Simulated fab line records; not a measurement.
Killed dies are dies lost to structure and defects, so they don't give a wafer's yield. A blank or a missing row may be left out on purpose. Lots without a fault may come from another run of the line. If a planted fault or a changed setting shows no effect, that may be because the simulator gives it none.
Matching of chambers || flow gf180mcu || GF_CONTACT_CMP_04 on cmp-01: 4 sister chambers
The step polishes SiO2. 8 wafers are shown with their chamber, then 9 later ones without.

WAFERS WITH THEIR CHAMBER
{"wafer": "L127.2", "chamber": 3, "motor_current_A (A)": 11.2, "time_to_endpoint_s (s)": 106}
{"wafer": "L127.6", "chamber": 3, "motor_current_A (A)": 11.2, "time_to_endpoint_s (s)": 116}
{"wafer": "L129.1", "chamber": 0, "motor_current_A (A)": 12.1, "time_to_endpoint_s (s)": 105}
{"wafer": "L129.2", "chamber": 2, "motor_current_A (A)": 10.2, "time_to_endpoint_s (s)": 109}
{"wafer": "L129.5", "chamber": 2, "motor_current_A (A)": 10.4, "time_to_endpoint_s (s)": 111}
{"wafer": "L130.1", "chamber": 1, "motor_current_A (A)": 14.5, "time_to_endpoint_s (s)": 98}
{"wafer": "L130.5", "chamber": 0, "motor_current_A (A)": 11.9, "time_to_endpoint_s (s)": 110}
{"wafer": "L130.6", "chamber": 1, "motor_current_A (A)": 13.6, "time_to_endpoint_s (s)": 105}

WAFERS WHOSE CHAMBER IS MISSING
{"wafer": "L133.1", "motor_current_A (A)": 12.1, "time_to_endpoint_s (s)": 108}
{"wafer": "L133.3", "motor_current_A (A)": 11.5, "time_to_endpoint_s (s)": 108}
{"wafer": "L133.4", "motor_current_A (A)": 10.7, "time_to_endpoint_s (s)": 113}
{"wafer": "L135.1", "motor_current_A (A)": 12.0, "time_to_endpoint_s (s)": 107}
{"wafer": "L135.3", "motor_current_A (A)": 11.1, "time_to_endpoint_s (s)": 109}
{"wafer": "L135.5", "motor_current_A (A)": 10.3, "time_to_endpoint_s (s)": 104}
{"wafer": "L142.2", "motor_current_A (A)": 10.3, "time_to_endpoint_s (s)": 103}
{"wafer": "L142.3", "motor_current_A (A)": 13.6, "time_to_endpoint_s (s)": 105}
{"wafer": "L142.6", "motor_current_A (A)": 11.6, "time_to_endpoint_s (s)": 113}

EACH ONE'S CHAMBER
{"wafer": "L133.1", "from the rows above": 0, "in truth": 0}
{"wafer": "L133.3", "from the rows above": "can't be placed: 3 or 0", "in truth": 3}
{"wafer": "L133.4", "from the rows above": "can't be placed: 2 or 3", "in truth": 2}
{"wafer": "L135.1", "from the rows above": 0, "in truth": 0}
{"wafer": "L135.3", "from the rows above": "can't be placed: 3 or 2", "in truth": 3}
{"wafer": "L135.5", "from the rows above": "can't be placed: 2 or 3", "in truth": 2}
{"wafer": "L142.2", "from the rows above": "can't be placed: 2 or 3", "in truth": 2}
{"wafer": "L142.3", "from the rows above": 1, "in truth": 1}
{"wafer": "L142.6", "from the rows above": "can't be placed: 3 or 0", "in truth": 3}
3 of 9 placed correctly. These rows do not allow placing 6 (true chamber among the candidates in 6). 0 placed wrongly.
How it was worked out, from the rows above alone: a wafer's distance from a chamber is the root of the sum, over the readings, of the square of ((its reading less the chamber's mean) divided by the reading's scatter). The wafer belongs to the nearest chamber; if the next one is less than 2 further off, it can't be placed. The mean given for a chamber averages the wafers shown for that chamber. The scatter: the root of (the sum of the squares of (reading less its chamber's mean) over the shown wafers, divided by (wafers less chambers)).
